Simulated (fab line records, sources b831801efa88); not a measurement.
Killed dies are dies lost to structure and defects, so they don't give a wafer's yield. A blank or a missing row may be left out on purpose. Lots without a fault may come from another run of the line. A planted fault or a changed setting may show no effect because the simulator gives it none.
A struck lot beside a sound one | flow sky130 | 44 steps out of a route of 708
Sound: wafers L687.1, L687.4, L687.5. Struck: wafer L690.1. (L690.3, L690.6 of the same lot were not struck and are left out.) The cause comes at the end.
At each step with rows: each side's tool, then ch and its chambers, then its first start. Under that, the readings that differ: sound wafers | struck wafers | difference of the means | sigmas: that difference in standard deviations of wafers without a fault.
alike: readings whose means differ by less than 2 such deviations, and words and numbers that are the same on both sides. not compared: withheld readings, readings that some wafer has no value for, bounds like >300 that may hide the same value, and numbers for which the record gives no deviation and whose values overlap.
The two part at a step that has a row with sigmas, a row that says differs or no value, or rows on one side only. Numbers that don't overlap but have no deviation are shown without sigmas and don't part them. A reading that every wafer of one side lacks parts them only if that side has two wafers or more.

first, 5 steps without rows for these wafers: SKY_VIA3_ETCH_15 (etches SiO2 in C4F8/O2/Ar, stops on TiN, target depth 507 nm, time 78 s); SKY_VIA3_STRIP_16 (strips in O2/N2); SKY_VIA3_STRIP_17 (strips in post etch residue remover, time 1200 s); SKY_VIA3_CLEAN_18 (cleans in IPA, time 180 s); SKY_VIA3_CLEAN_19 (cleans in O3/DIW).
SKY_VIA3_SPUTTER_20: material TiN, target thk 20 nm, time 80 s.
  sound on pvd_sputter-02, day 40 16:31; struck on pvd_sputter-03, day 41 20:40
  alike: throttle_valve_pct
SKY_VIA3_CVD_21: deposits W, target thk 390 nm, time 117.31 s.
  sound on cvd_w-01 ch 1, day 40 16:35; struck on cvd_w-02 ch 1, day 41 20:43
  alike: heater_power_w
SKY_VIA3_RS_MEAS_22: measures by four-point-probe.
  sound on film_metro-03, day 40 16:42; struck on film_metro-04, day 41 20:50
  alike: VIA3_W_RS
SKY_VIA3_THK_MEAS_23: measures by xrf.
  sound on film_metro-03, day 40 16:49; struck on film_metro-04, day 41 20:58
  alike: VIA3_W_THK
SKY_VIA3_CMP_24: polishes, stops on SiO2, t overpolish 20 s, target thk 0 nm.
  sound on cmp-02 ch 0,2,3, day 40 16:59; struck on cmp-01 ch 3, day 41 21:01
  alike: motor_current_A, overpolish_run_s, slurry_flow_ml_min, time_to_endpoint_s
then, 2 steps without rows for these wafers: SKY_METAL4_SPUTTER_00 (material Ti, target thk 15 nm, time 10 s); SKY_METAL4_SPUTTER_01 (material TiN, target thk 20 nm, time 16.7 s).
SKY_METAL4_SPUTTER_02: material AlCu, target thk 735 nm, time 39.1 s.
  sound on pvd_sputter-04, day 40 17:20; struck on pvd_sputter-04, day 41 21:22
  reading                                     | sound             | struck | difference | sigmas
  model.AlCu_of_METAL4_SPUTTER_02.thk_nm (nm) | 741.8 729.2 728.8 | 920.3  | +187.0     |
  alike: throttle_valve_pct
SKY_METAL4_SPUTTER_03: material Ti, target thk 5 nm, time 3.3 s.
  sound on pvd_sputter-04, day 40 17:22; struck on pvd_sputter-04, day 41 21:25
  alike: throttle_valve_pct
then, 2 steps without rows for these wafers: SKY_METAL4_SPUTTER_04 (material TiN, target thk 70 nm, time 58.3 s); SKY_CAP2M_CVD_00 (deposits SiO2, target thk 15.5 nm).
SKY_CAP2M_THK_MEAS_01:
  sound on film_metro-02, day 40 17:28; struck on film_metro-04, day 41 21:30
  alike: CAP2M_CVD_00_THK
then, 1 step without rows for these wafers: SKY_CAP2M_SPUTTER_02 (material TiN, target thk 200 nm, time 166.7 s).
SKY_CAP2M_RS_MEAS_03: measures by four-point-probe.
  sound on film_metro-01, day 40 17:38; struck on film_metro-02, day 41 21:40
  alike: CAP2M_TIN_RS
SKY_CAP2M_THK_MEAS_04: measures by xrf.
  sound on film_metro-01, day 40 17:45; struck on film_metro-02, day 41 21:47
  alike: CAP2M_TIN_THK
then, 7 steps without rows for these wafers: SKY_CAP2M_DEHYDRATE_05 (time 60 s); SKY_CAP2M_HMDS_06 (prime time 60 s); SKY_CAP2M_COAT_07 (resist thk 1140 nm); SKY_CAP2M_SOFTBAKE_08 (time 60 s); SKY_CAP2M_EXPOSE_09 (exposes mask CAP2M, target cd 1000 nm); SKY_CAP2M_PEB_10; SKY_CAP2M_DEVELOP_11 (develop time 60 s).
SKY_CAP2M_OVL_MEAS_12:
  sound on overlay-01, day 41 17:47; struck on overlay-02, day 42 20:38
  alike: CAP2M_OVL
SKY_CAP2M_METAL_ETCH_13: etches TiN in Cl2/BCl3, stops on SiO2, target depth 220 nm, time 62.9 s.
  sound on rie_metal-02 ch 0,1, day 41 17:49; struck on rie_metal-02 ch 0, day 42 20:40
  alike: drypump_motor_current_A, oes_product_au, rf_fwd_power_W, throttle_valve_pct
  not compared: rf_hours_counter_h
then, 12 steps without rows for these wafers: SKY_CAP2M_STRIP_14 (strips in O2/N2); SKY_CAP2M_STRIP_15 (strips in post etch residue remover, time 1200 s); SKY_CAP2M_CLEAN_16 (cleans in IPA, time 180 s); SKY_CAP2M_CLEAN_17 (cleans in O3/DIW); SKY_METAL4_DEHYDRATE_05 (time 60 s); SKY_METAL4_HMDS_06 (prime time 60 s); SKY_METAL4_COAT_07 (resist thk 60 nm); SKY_METAL4_COAT_08 (resist thk 1140 nm); SKY_METAL4_SOFTBAKE_09 (time 90 s); SKY_METAL4_EXPOSE_10 (exposes mask MM4, target cd 300 nm); SKY_METAL4_PEB_11; SKY_METAL4_DEVELOP_12 (develop time 60 s).
SKY_METAL4_CD_MEAS_13: target cd 300 nm.
  sound on cd_sem-02, day 42 18:26; struck on cd_sem-01, day 43 19:50
  alike: cd_nm
SKY_METAL4_METAL_ETCH_18: etches the open film in Cl2/BCl3, stops on SiO2, target depth 845 nm, time 183.1 s.
  sound on rie_metal-01 ch 0,1, day 42 18:44; struck on rie_metal-01 ch 0, day 43 20:08
  reading               | sound             | struck | difference | sigmas
  oes_product_au (a.u.) | 0.870 0.860 0.867 | 0.965  | +0.099     | +17
  alike: drypump_motor_current_A, rf_fwd_power_W, throttle_valve_pct
  not compared: rf_hours_counter_h
-- the record jumps here: 4 days lie between the struck wafers' starts before and after (it left off in module METAL4 and takes up again in module PAD_OPEN, whose first step shown is number 708 of the route) --
SKY_PAD_OPEN_PROBE_99:
  sound on prober-01, day 46 15:55; struck on prober-02, day 47 13:02
  reading                               | sound                   | struck  | difference | sigmas
  killed_at_contacts                    | 27 29 31                | 17      | -12        | -2
  killed_at_front_end                   | 22 11 18                | 27      | +10        | +2
  model.etest.met4_comb.leak_log10_a_um | -12.03 -12.03 -11.99    | -11.59  | +0.43      |
  model.etest.met4.line_ohm_um          | 0.1446 0.148 0.1476     | 0.1171  | -0.0296    |
  model.etest.met4.rs_ohm_sq            | 0.04186 0.04269 0.04298 | 0.03396 | -0.00855   |
  alike: defect_limited_yield, killed_at_M0_to_M3, killed_at_M4_up, killed_at_other, killed_dies, killed_open, killed_short
  not compared: model.etest.tester.sort_bin_8_pct

WHERE THEY PART
First at SKY_METAL4_METAL_ETCH_18; last, within this record, at SKY_PAD_OPEN_PROBE_99.

WHY: what the simulator had put in
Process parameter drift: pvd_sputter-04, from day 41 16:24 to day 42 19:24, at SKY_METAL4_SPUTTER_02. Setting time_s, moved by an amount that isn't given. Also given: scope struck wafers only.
